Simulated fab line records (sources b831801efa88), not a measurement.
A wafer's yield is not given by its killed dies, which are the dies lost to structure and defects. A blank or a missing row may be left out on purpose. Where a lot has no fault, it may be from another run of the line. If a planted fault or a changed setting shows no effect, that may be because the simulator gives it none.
Which tool was responsible?    flow sky130    Sampling: 11 lots, 33 wafers, 5 of 708 route steps

WHAT THE GAUGES READ, wafer by wafer
SKY_FIELD_ISO_THK_MEAS_23.
lot   measured     on             FIELD_ISO_OXIDATION_01_THK (nm)
L453  day 2 07:19  film_metro-01  9.50 9.46 9.42
L454  day 2 13:40  film_metro-01  9.33 9.28 9.26
L456  day 3 00:30  film_metro-03  8.92 8.94 9.25
L457  day 3 13:04  film_metro-04  8.90 9.12 9.02
L461  day 4 05:52  film_metro-04  9.06 9.24 9.19
L466  day 5 03:33  film_metro-04  9.23 9.24 9.16
L467  day 5 11:38  film_metro-04  8.88 9.02 8.99
L469  day 5 18:37  film_metro-04  9.05 9.01 9.10
L471  day 6 09:58  film_metro-03  9.13 9.01 9.00
L473  day 7 01:36  film_metro-01  9.10 8.86 9.16
L476  day 7 09:44  film_metro-04  8.97 9.15 9.04

SKY_PWDE_TW_MEAS_10.
lot   measured     on             PWDE_TW
L453  day 3 18:04  film_metro-03  379.9 379.0 377.4
L454  day 4 05:00  film_metro-03  377.7 378.7 376.9
L456  day 5 02:04  film_metro-04  376.3 378.7 377.8
L457  day 5 14:15  film_metro-02  372.3 374.3 371.6
L461  day 5 22:50  film_metro-02  373.2 375.8 375.1
L466  day 7 01:32  film_metro-04  376.0 376.7 377.7
L467  day 7 05:56  film_metro-02  1123.3 1120.5 1123.4
L469  day 7 13:28  film_metro-04  1137.3 1136.4 1127.8
L471  day 8 16:21  film_metro-04  377.2 374.2 373.8
L473  day 9 00:31  film_metro-04  377.9 377.4 378.7
L476  day 9 09:53  film_metro-04  377.3 377.2 377.3

SKY_NWELL_TW_MEAS_15.
lot   measured      on             NWELL_TW
L453  day 4 10:19   film_metro-04  1848 1850 1847
L454  day 4 22:06   film_metro-04  1842 1837 1841
L456  day 5 20:56   film_metro-04  1826 1831 1820
L457  day 6 09:19   film_metro-03  1829 1830 1830
L461  day 6 17:23   film_metro-04  1855 1849 1851
L466  day 7 21:10   film_metro-02  1806 1816 1805
L467  day 8 01:59   film_metro-03  1959 1955 1940
L469  day 8 09:37   film_metro-04  1953 1953 1947
L471  day 9 13:48   film_metro-02  1808 1809 1815
L473  day 9 21:47   film_metro-03  1829 1830 1827
L476  day 10 08:32  film_metro-02  1820 1821 1824

SKY_NWELL_TW_MEAS_26.
lot   measured      on             NWELL_2_TW
L453  day 5 03:23   film_metro-04  501 503 503
L454  day 5 16:14   film_metro-03  502 503 502
L456  day 6 15:58   film_metro-02  494 493 493
L457  day 7 04:15   film_metro-03  502 500 503
L461  day 7 11:53   film_metro-04  500 500 498
L466  day 8 17:59   film_metro-04  503 499 501
L467  day 8 22:32   film_metro-04  1151 1145 1145
L469  day 9 06:21   film_metro-02  1132 1134 1135
L471  day 10 12:51  film_metro-04  502 500 504
L473  day 10 20:35  film_metro-02  497 497 496
L476  day 11 07:59  film_metro-04  504 504 502

EACH LOT AND THE TOOL THAT RAN IT (in order: tool; ch and the chambers of the sampled wafers; start)
lot   SKY_DNWELL_COAT_02
L453  litho_track-02 ch 0, day 2 19:23
L454  litho_track-01 ch 0, day 3 06:14
L456  litho_track-04 ch 0, day 4 00:47
L457  litho_track-04 ch 0, day 4 10:32
L461  litho_track-04 ch 0, day 4 19:46
L466  litho_track-02 ch 0, day 5 21:17
L467  litho_track-01, day 6 02:10
L469  litho_track-04, day 6 08:34
L471  litho_track-04 ch 0, day 7 08:50
L473  litho_track-02 ch 0, day 7 16:47
L476  litho_track-04 ch 0, day 8 01:52
- SKY_DNWELL_COAT_02: resist thk 3000 nm.

WHAT THE TOOLS THEMSELVES READ (means of the sampled wafers that have a number; where no wafer has one, the mark that the record gives instead)
SKY_DNWELL_COAT_02.
lot   tool            chill_plate_temp_C (C)  dispense_pressure_kPa (kPa)
L453  litho_track-02  22.97                   50.0
L454  litho_track-01  23.08                   50.5
L456  litho_track-04  23.02                   45.5
L457  litho_track-04  22.99                   45.5
L461  litho_track-04  22.94                   45.5
L466  litho_track-02  22.96                   50.0
L467  litho_track-01  -                       -
L469  litho_track-04  -                       -
L471  litho_track-04  23.05                   45.5
L473  litho_track-02  23.06                   50.1
L476  litho_track-04  22.96                   45.5

THE ANSWER, worked out from the rows above alone
Rule: the usual values come from the lots themselves. Put in order of their means at a reading, lots are off if they are a third of the lots or fewer, leave a main group of 4 or more, and stand apart from it by a gap of 3 or more times the standard deviation of the main group's means; of several such gaps the widest counts. A main group is skipped when, at the precision printed for the reading in the tables above, its means are all equal. Also off: a lot with no number at a reading for which 4 or more lots have one. Where the step has rows for the other lots, those lots are counted as sound. Order of review: gauges by route order, followed by the tools' own readings, for which a lot's mean as printed above is used. At the first step where some lot is off, the reading lying furthest off is the one used; lots without a number count as furthest.
Off: L467, L469, at SKY_PWDE_TW_MEAS_10 (PWDE_TW). The main group has a mean of 376.5 with a standard deviation of 1.8.
A tool fits if, at a process step before that reading, it ran every lot that is off, and no sound lot after the first of them. Not tried: the gauges at SKY_PWDE_TW_MEAS_10; whatever is off there is also off at SKY_DNWELL_COAT_02, on other tools, and gauge error can't account for it. Not one of the candidates tried fits.

WHAT THE SIMULATOR HAD INSERTED
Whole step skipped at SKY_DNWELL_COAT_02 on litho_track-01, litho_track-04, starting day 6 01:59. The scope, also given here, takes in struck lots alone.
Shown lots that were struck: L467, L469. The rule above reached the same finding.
